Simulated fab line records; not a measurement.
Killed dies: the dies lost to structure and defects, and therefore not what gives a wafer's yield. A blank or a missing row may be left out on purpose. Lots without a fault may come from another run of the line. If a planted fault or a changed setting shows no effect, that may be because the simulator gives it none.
What tool caused it? -- flow gf180mcu -- 39 wafers from 13 lots sampled at 3 of the route's 602 steps

== WHAT EACH GAUGE READ, for each wafer ==
GF_MVPSD_OVL_MEAS_07. Usual: MVPSD_OVL -1.4 nm, standard deviation 1.3.
lot,measured,on,MVPSD_OVL (nm),flag
L560,day 5 02:47,overlay-02,-1.6 -0.8 -0.2,
L561,day 5 08:07,overlay-02,-2.3 -1.5 -0.5,
L562,day 5 12:35,overlay-02,-4.4 -2.6 -4.5,
L563,day 5 19:11,overlay-01,0.7 1.4 -0.9,
L565,day 6 14:50,overlay-01,-1.5 -0.8 -1.5,
L567,day 6 23:52,overlay-01,0.0 -1.6 -1.0,
L569,day 7 14:56,overlay-02,-0.2 -0.5 -0.2,
L570,day 7 16:30,overlay-01,-1.2 -1.1 0.2,
L572,day 8 02:07,overlay-01,0.4 -2.3 -1.4,
L574,day 8 14:47,overlay-01,-0.8 -2.6 -3.4,
L578,day 9 13:46,overlay-01,5.1 4.5 3.1,OFF
L580,day 10 00:31,overlay-01,-2.9 -2.0 -1.8,
L581,day 10 05:08,overlay-01,-1.4 -0.7 -1.8,

GF_M2_CD_MEAS_14: target cd 280 nm. Usual: cdNm at 279.9 nm, with a standard deviation of 1.
lot,measured,on,cdNm (nm),flag
L560,day 19 14:28,cdSem-01,280.1 281.5 280.6,
L561,day 19 20:29,cdSem-01,279.1 281.1 279.5,
L562,day 20 01:46,cdSem-02,280.9 279.8 279.9,
L563,day 20 20:41,cdSem-02,280.8 281.5 281.4,
L565,day 22 00:50,cdSem-02,280.1 280.1 280.9,
L567,day 22 10:55,cdSem-01,278.6 280.1 278.4,
L569,day 23 07:08,cdSem-01,281.9 281.3 280.4,
L570,day 23 10:53,cdSem-01,280.5 279.8 280.3,
L572,day 23 21:14,cdSem-01,280.7 281.0 280.6,
L574,day 24 15:10,cdSem-02,279.4 279.3 279.6,
L578,day 25 19:55,cdSem-01,278.7 279.9 278.9,
L580,day 26 09:01,cdSem-02,279.3 278.3 278.3,
L581,day 26 14:11,cdSem-02,279.0 278.5 278.4,

== WHAT TOOL EACH LOT RAN ON (gives the tool, then ch and the chambers of the sampled wafers, and finally the start) ==
lot,GF_MVPSD_EXPOSE_04
L560,"ilineStepper-01 ch 0, day 4 19:27"
L561,"ilineStepper-01 ch 0, day 5 01:14"
L562,"ilineStepper-01 ch 0, day 5 05:17"
L563,"ilineStepper-02 ch 0, day 5 11:53"
L565,"ilineStepper-02 ch 0, day 6 07:02"
L567,"ilineStepper-02 ch 0, day 6 16:38"
L569,"ilineStepper-02 ch 0, day 7 07:02"
L570,"ilineStepper-02 ch 0, day 7 08:52"
L572,"ilineStepper-01 ch 0, day 7 18:04"
L574,"ilineStepper-01 ch 0, day 8 07:13"
L578,"ilineStepper-02 ch 0, day 9 05:15"
L580,"ilineStepper-01 ch 0, day 9 16:19"
L581,"ilineStepper-01 ch 0, day 9 20:47"
- GF_MVPSD_EXPOSE_04: exposes mask MVPSD, target cd 1000 nm.

== AS READ BY THE TOOLS THEMSELVES (means over the sampled wafers that have a number; for cases with no such wafer, the mark the record gives instead) ==
The record holds no such reading with a usual standard deviation.

== THE ANSWER, worked out from the rows above alone ==
Rule: take the mean of a lot's wafers that have a number; if it is more than 3 standard deviations from the usual mean, the lot is off. A lot without any number at a reading at which 4 lots or more have one is off too. The other lots that the step has rows for count as sound. After the gauges, taken in route order, come the tools' own readings; for these a lot's mean is taken, as printed above. At the first step where some lot is off, the reading lying furthest off is the one used; lots without a number count as furthest.
Off: L578, at GF_MVPSD_OVL_MEAS_07 (MVPSD_OVL).
A tool fits if, at a process step before that reading, it ran every lot that is off, and no sound lot after the first of them. The gauges at GF_MVPSD_OVL_MEAS_07 are tried like those tools. One candidate fits, namely ilineStepper-02 at GF_MVPSD_EXPOSE_04. Its last sound lot is L570 (day 7 08:52), its first lot that is off L578 (day 9 05:15): a fault that began between those two fits.

== WHAT THE SIMULATOR PUT IN ==
Scanner matching overlay: ilineStepper-02, from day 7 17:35 on, at GF_MVPSD_EXPOSE_04. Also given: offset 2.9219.
Struck lots among those shown: L578. This agrees with what the rule above found.
